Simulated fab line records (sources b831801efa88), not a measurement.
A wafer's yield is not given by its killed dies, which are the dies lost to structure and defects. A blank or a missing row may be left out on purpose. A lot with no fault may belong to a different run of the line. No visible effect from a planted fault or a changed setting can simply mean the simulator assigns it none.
fab line records | flow gf180mcu | part 2 of 2: steps 33 to 41 of 41
[record] lots = 5 wafers = 15 lastDay = 34
route steps=602 shown HV_LDD@190
lots that met no fault: taken from a fault-free run of the same line
startH: hours from the record's first day to the start of the lot's first wafer shown | waitH: hours since the lot's step before | " as in the row above | L1.1+2: a single row standing in for several wafers | - no value, or no start given | * or withheld: withheld | < > ~ a bound
route shown NAME@n: names a module that has steps shown in the file, with the first one's number in the route | usual: mean/standard deviation of fault-free wafers | same: alike in all rows | chamber/n: place in a boat | sites: readings site by site | _std_site: standard deviation across them | _edge_site: inner sites' mean taken away from outer sites' mean | radiusMm: for every site, how far away it sits from the centre of the wafer | mask NAME#n: copy n | behind: the last tool/chamber to shape the wafer | hold: cause of the lot's hold/its duration in hours/its outcome | device: whichever transistor did not switch (one of n, p or np) | end of line: the tests these same wafers got at the end of their route | a step with no rows: only its recipe | killed: dies that structure and defects cost at the first sort, which is not the same as the wafer's yield | map: a wafer's dies, x killed, . not, _ none there
set.NAME: the setting the step ran with; set.NAME@STEP: the setting that earlier step ran with | model.NAME: the simulator's own value behind a step, which no gauge read
lots seen at some steps along the route; tables by step, rows by wafer
services: from which hour (startH, from the record's first day; less than 0 if before it) a tool's chamber was out of use, for how many hours, and why
[[steps]]
[step GF_HV_LDD_CD_MEAS_46]
[recipe] targetCdNm = 400
[usual] cdNm = 402.0/2.5
// columns lot.wafer tool chamber startH waitH cdNm
L078.1 cdSem-01 - 304.30 0.1 405.8
L078.4 " - " " 402.6
L078.6 " - " " 402.5
L080.1 cdSem-01 - 319.85 0.1 406.0
L080.3 " - " " 407.0
L080.4 " - " " 406.4
L085.2 cdSem-02 - 363.22 0.1 406.2
L085.5 " - " " 406.6
L085.6 " - " " 405.3
L089.1 cdSem-02 - 396.75 0.1 403.0
L089.2 " - " " 402.8
L089.5 " - " " 402.1
L097.4 cdSem-01 - 456.61 0.1 400.4
L097.5 " - " " 398.0
L097.6 " - " " 401.0
[step GF_HV_LDD_OVL_MEAS_47]
[usual] HV_LDD_03_OVL = -0.6/1.3
// columns lot.wafer tool chamber startH waitH HV_LDD_03_OVL[nm]
L078.1 overlay-02 - 304.42 0.1 0.5
L078.4 " - " " -1.5
L078.6 " - " " -0.2
L080.1 overlay-01 - 319.97 0.1 1.4
L080.3 " - " " 0.7
L080.4 " - " " -0.1
L085.2 overlay-02 - 363.33 0.1 -2.7
L085.5 " - " " -3.5
L085.6 " - " " -0.9
L089.1 overlay-01 - 396.87 0.1 0.6
L089.2 " - " " 0.7
L089.5 " - " " 0.4
L097.4 overlay-02 - 456.69 0.1 -0.3
L097.5 " - " " -0.2
L097.6 " - " " 0.6
[step GF_HV_LDD_IMPLANT_48]
[recipe] species = B energyKev = 25 doseCm2 = 3e+13 tiltDeg = 7
[usual] doseIonsCm2 = 3e+13/3.3e+10
// columns lot.wafer tool chamber startH waitH doseIonsCm2
L078.1 implanter-02 0 304.46 0.0 2.994e+13
L078.4 " 0 " " 3.001e+13
L078.6 " 0 " " 3.003e+13
L080.1 implanter-02 0 320.01 0.0 2.998e+13
L080.3 " 0 " " 2.998e+13
L080.4 " 0 " " 2.996e+13
L085.2 implanter-02 0 363.38 0.0 2.998e+13
L085.5 " 0 " " 3e+13
L085.6 " 0 " " 2.999e+13
L089.1 implanter-03 0 396.91 0.0 3.006e+13
L089.2 " 0 " " 2.997e+13
L089.5 " 0 " " 2.999e+13
L097.4 implanter-03 0 456.78 0.1 2.998e+13
L097.5 " 0 " " 3.001e+13
L097.6 " 0 " " 3e+13
[step GF_HV_LDD_STRIP_49]
[recipe] chemistry = O2/N2 powerW = 1400 pressureMtorr = 1500 platenTempC = 250 o2FlowSccm = 3000 n2FlowSccm = 300 overashFraction = 0.5
[usual] drypumpMotorCurrentA = 5.5/0.35 heaterPowerW = 353/28 oesProductAu = 0.716/0.0047 stripTimeToEndpointS = 12.63/0.043
// columns lot.wafer tool chamber startH waitH drypumpMotorCurrentA heaterPowerW oesProductAu rfHoursCounterH stripTimeToEndpointS
L078.1 plasmaAsher-01 1 304.61 0.1 5.1 367 0.716 19 12.57
L078.4 " 0 " " 5.4 340 0.715 - 12.60
L078.6 " 1 " " 5.2 362 0.718 - 12.57
L080.1 plasmaAsher-02 1 320.16 0.1 5.2 357 0.719 68 12.60
L080.3 " 1 " " 5.3 361 0.723 - 12.61
L080.4 " 0 " " 6.2 359 0.704 - 12.62
L085.2 plasmaAsher-02 1 363.51 0.1 5.3 356 0.710 72 12.62
L085.5 " 1 " " 5.3 358 0.707 - 12.61
L085.6 " 0 " " 6.2 358 0.717 - 12.61
L089.1 plasmaAsher-01 1 397.06 0.1 5.1 356 0.715 28 12.62
L089.2 " 0 " " 5.4 329 0.714 28 12.66
L089.5 " 0 " " 5.4 336 0.723 - 12.67
L097.4 plasmaAsher-02 0 456.89 0.1 6.2 368 0.716 - 12.63
L097.5 " 1 " " 5.3 356 0.715 - 12.61
L097.6 " 0 " " 6.2 354 0.717 - 12.58
[step GF_HV_LDD_TW_MEAS_50]
[usual] HV_LDD_4_TW = 569/4.4
// columns lot.wafer tool chamber startH waitH HV_LDD_4_TW
L078.1 filmMetro-03 - 304.71 0.1 569
L078.4 " - " " 566
L078.6 " - " " 567
L080.1 filmMetro-02 - 320.26 0.1 575
L080.3 " - " " 572
L080.4 " - " " 575
L085.2 filmMetro-03 - 363.62 0.1 569
L085.5 " - " " 569
L085.6 " - " " 567
L089.1 filmMetro-01 - 397.16 0.1 567
L089.2 " - " " 565
L089.5 " - " " 563
L097.4 filmMetro-03 - 456.99 0.1 570
L097.5 " - " " 566
L097.6 " - " " 569
[step GF_HV_LDD_CLEAN_51]
[recipe] chemistry = SC1/SC2 mix = 1:4:20 tempC = 70 timeS = 150 dry = n2Spin
// columns lot.wafer tool chamber startH waitH
L078.1+4+6 wetBench-02 1 304.77 0.1
L080.1+3+4 wetBench-02 2 320.32 0.1
L085.2+5+6 wetBench-04 1 363.67 0.0
L089.1+2+5 wetBench-04 2 397.22 0.1
L097.4+5+6 wetBench-02 1 457.02 0.0
[step GF_HV_LDD_RTA_52]
[recipe] tempC = 1000 timeS = 10 ambient = N2
[usual] chamberO2Ppm = 1.998/0.02 lampPowerPct = 33/4.2 wafer_temp_C_max = 1006.1/1.5
// columns lot.wafer tool chamber startH waitH chamberO2Ppm lampPowerPct wafer_temp_C_max
L078.1 rtpAnneal-02 0 304.83 0.0 1.965 28 1005.2
L078.4 " 0 " " 1.986 28 1005.5
L078.6 " 0 " " 1.977 28 1006.1
L080.1 rtpAnneal-02 0 320.37 0.0 1.983 28 1005.6
L080.3 " 0 " " 2.013 28 1006.1
L080.4 " 0 " " 1.976 28 1004.5
L085.2 rtpAnneal-01 0 363.73 0.0 1.997 37 1006.6
L085.5 " 0 " " 1.988 37 1006.9
L085.6 " 0 " " 1.983 37 1007.8
L089.1 rtpAnneal-01 0 397.27 0.0 2.021 37 1006.9
L089.2 " 0 " " 1.996 37 1005.4
L089.5 " 0 " " 1.995 37 1006.3
L097.4 rtpAnneal-02 0 457.11 0.0 1.982 28 1003.3
L097.5 " 0 " " 1.980 28 1003.3
L097.6 " 0 " " 2.014 28 1006.2
[step GF_HV_LDD_RS_MEAS_53]
[recipe] thkMeasGauge = four-point-probe
[usual] HV_LDD_RS = 418.1/0.93
// columns lot.wafer tool chamber startH waitH HV_LDD_RS[ohm/sq]
L078.1 filmMetro-01 - 304.90 0.1 419.0
L078.4 " - " " 419.5
L078.6 " - " " 419.4
L080.1 filmMetro-03 - 320.44 0.1 417.8
L080.3 " - " " 417.1
L080.4 " - " " 417.6
L085.2 filmMetro-03 - 363.81 0.1 417.8
L085.5 " - " " 418.7
L085.6 " - " " 417.3
L089.1 filmMetro-03 - 397.34 0.1 415.9
L089.2 " - " " 416.5
L089.5 " - " " 416.5
L097.4 filmMetro-02 - 457.20 0.1 419.3
L097.5 " - " " 418.2
L097.6 " - " " 419.3
[step GF_HV_LDD_CVD_54]
[recipe] material = SiO2 targetThkNm = 10 precursor = TEOS tempC = 680 timeS = 75 pressureMtorr = 400
[usual] spikeTcBottomC = 700/3.1 spikeTcCentreC = 681.7/1.5 zonePowerTopPct = 19.1/1.5
// columns lot.wafer tool chamber startH waitH spikeTcBottomC spikeTcCentreC zonePowerTopPct
L078.1 lpcvd-02 0 305.02 0.1 699 682.6 18.4
L078.4 " 0 " " 698 682.4 18.2
L078.6 " 0 " " 700 685.5 18.3
L080.1 lpcvd-01 0 320.56 0.1 704 679.0 19.2
L080.3 " 0 " " 704 680.7 19.2
L080.4 " 0 " " 706 681.2 19.3
L085.2 lpcvd-01 1 363.91 0.1 700 681.5 18.0
L085.5 " 1 " " 698 681.9 17.7
L085.6 " 1 " " 698 683.2 18.2
L089.1 lpcvd-01 0 397.46 0.1 706 681.5 19.2
L089.2 " 0 " " 706 680.8 19.0
L089.5 " 0 " " 704 681.1 19.5
L097.4 lpcvd-01 1 457.26 0.0 699 682.0 17.7
L097.5 " 1 " " 698 680.4 18.0
L097.6 " 1 " " 697 682.7 17.7
[[services]]
// columns tool chamber startH hours kind
implanter-01 - 236.33 12.0 repair
implanter-03 - 242.34 29.2 pm
ilineStepper-02 - 262.90 2.0 repair
implanter-01 - 280.94 8.7 repair
ilineStepper-02 - 292.24 2.1 pm
ilineStepper-02 - 303.46 3.3 repair
ilineStepper-01 - 307.52 6.8 repair
implanter-03 - 339.04 6.0 pm
implanter-03 - 347.63 5.7 repair
implanter-01 - 354.03 1.7 repair
implanter-02 - 370.64 3.5 repair
ilineStepper-02 - 374.87 1.7 pm
ilineStepper-01 - 378.08 15.7 repair
implanter-02 - 384.82 1.8 repair
ilineStepper-02 - 404.60 11.4 repair
implanter-02 - 415.45 3.9 pm
ilineStepper-01 - 419.17 1.7 pm
implanter-02 - 419.33 2.7 pm
implanter-03 - 419.54 4.9 pm
implanter-02 - 432.79 4.1 repair
plasmaAsher-02 - 441.66 4.6 repair
ilineStepper-02 - 452.09 10.8 repair
plasmaAsher-02 - 454.66 0.4 repair
implanter-02 - 455.21 17.2 pm
